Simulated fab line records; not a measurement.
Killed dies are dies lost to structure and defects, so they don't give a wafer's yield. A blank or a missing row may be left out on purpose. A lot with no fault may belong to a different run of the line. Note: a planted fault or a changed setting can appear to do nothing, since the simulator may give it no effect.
Which of the tools did it? ; flow gf180mcu ; Sampling: 12 lots, 36 wafers, 3 of 602 route steps

WHAT THE GAUGES SHOWED, per wafer
GF_V5_CD_MEAS_14: target cd 260 nm.
lot;measured;on;cd nm (nm)
L662;day 27 02:28;cd sem-01;260.8 260.6 261.2
L663;day 27 08:20;cd sem-01;261.0 260.7 261.4
L665;day 27 20:41;cd sem-02;261.3 260.7 260.6
L666;day 28 12:06;cd sem-02;260.6 259.6 260.2
L667;day 28 20:53;cd sem-01;260.6 259.7 261.5
L670;day 30 04:04;cd sem-01;258.3 259.3 259.7
L671;day 30 07:55;cd sem-01;259.4 260.1 258.7
L672;day 30 08:06;cd sem-02;259.6 261.6 261.9
L674;day 31 00:26;cd sem-01;261.2 260.8 260.2
L676;day 31 13:37;cd sem-01;262.2 260.6 262.0
L678;day 32 03:10;cd sem-02;258.2 257.2 258.4
L685;day 33 12:25;cd sem-02;261.2 262.2 262.6

EACH LOT AND THE TOOL THAT RAN IT (in order: tool; ch and the chambers of the sampled wafers; start)
lot;GF_V4_SPUTTER_21;GF_M5_STRIP_11
L662;pvd sputter-01, day 24 09:42;plasma asher-02 ch 0,1, day 26 04:41
L663;pvd sputter-04, day 24 16:14;plasma asher-03 ch 0,1, day 26 10:50
L665;pvd sputter-04, day 25 04:27;plasma asher-02 ch 0,1, day 26 23:20
L666;pvd sputter-01, day 25 20:39;plasma asher-04 ch 0,1, day 27 15:23
L667;pvd sputter-01, day 26 05:42;plasma asher-03 ch 0,1, day 28 00:13
L670;pvd sputter-01, day 27 16:05;plasma asher-03 ch 0,1, day 29 08:32
L671;pvd sputter-04, day 27 19:40;plasma asher-02 ch 0,1, day 29 12:02
L672;pvd sputter-01, day 27 20:22;plasma asher-03 ch 0,1, day 29 12:23
L674;pvd sputter-03, day 28 13:54;plasma asher-04 ch 0,1, day 30 05:10
L676;pvd sputter-04, day 29 05:44;plasma asher-03 ch 0,1, day 30 19:31
L678;pvd sputter-04, day 29 17:32;plasma asher-04 ch 0,1, day 31 08:07
L685;pvd sputter-01, day 31 07:20;plasma asher-03 ch 0,1, day 32 19:04
- GF_V4_SPUTTER_21: material Ti, target thk 15 nm, time 80.02 s.
- GF_M5_STRIP_11: strips in O2/N2.

WHAT THE TOOLS THEMSELVES READ (means of the sampled wafers that have a number; where no wafer has one, the mark that the record gives instead)
GF_V4_SPUTTER_21.
lot;tool;chamber pressure pa (Pa);throttle valve pct (%)
L662;pvd sputter-01;5.004;28.9
L663;pvd sputter-04;5.002;29.2
L665;pvd sputter-04;5.004;29.1
L666;pvd sputter-01;5.007;28.8
L667;pvd sputter-01;4.996;29.6
L670;pvd sputter-01;5.003;28.9
L671;pvd sputter-04;5.000;29.4
L672;pvd sputter-01;4.995;28.7
L674;pvd sputter-03;5.001;28.6
L676;pvd sputter-04;4.986;30.3
L678;pvd sputter-04;5.020;29.1
L685;pvd sputter-01;4.997;29.6

GF_M5_STRIP_11.
lot;tool;drypump motor current A (A);heater power w (W);n2 flow sccm (sccm);oes product au (a.u.);strip time to endpoint s (s)
L662;plasma asher-02;5.3;318;299.5;0.546;7.54
L663;plasma asher-03;5.0;372;299.8;0.542;7.48
L665;plasma asher-02;5.4;329;299.5;0.543;7.57
L666;plasma asher-04;6.0;315;299.3;0.542;7.46
L667;plasma asher-03;5.0;352;300.2;0.543;7.58
L670;plasma asher-03;5.0;365;299.9;0.543;7.58
L671;plasma asher-02;5.5;326;301.0;0.547;7.55
L672;plasma asher-03;5.1;375;300.4;0.545;7.58
L674;plasma asher-04;6.0;314;300.1;0.547;7.55
L676;plasma asher-03;5.0;367;298.8;0.541;7.54
L678;plasma asher-04;6.0;323;300.6;0.540;7.53
L685;plasma asher-03;5.0;356;300.2;0.545;7.60

THE ANSWER, worked out from the rows above alone
Rule: the lots themselves supply what counts as usual. The widest of any qualifying gaps counts: lots, ordered by their means at a reading, are off when they make up no more than a third of the lots, leave a main group of 4 or more, and stand apart from it by 3 or more times the standard deviation of that group's means. The tables above print the reading to a certain number of digits; a main group whose means all agree to those digits is not used. A lot without any number at a reading at which 4 lots or more have one is off too. Any other lot the step has rows for is counted as sound. The gauges are gone through in route order, then the tools' own readings, and for those a lot's mean is taken as printed above. At the first step where some lot is off, the reading lying furthest off is the one used; lots without a number count as furthest.
No lot is off at any reading shown: from this, nothing can be told.

WHAT WAS PUT IN BY THE SIMULATOR
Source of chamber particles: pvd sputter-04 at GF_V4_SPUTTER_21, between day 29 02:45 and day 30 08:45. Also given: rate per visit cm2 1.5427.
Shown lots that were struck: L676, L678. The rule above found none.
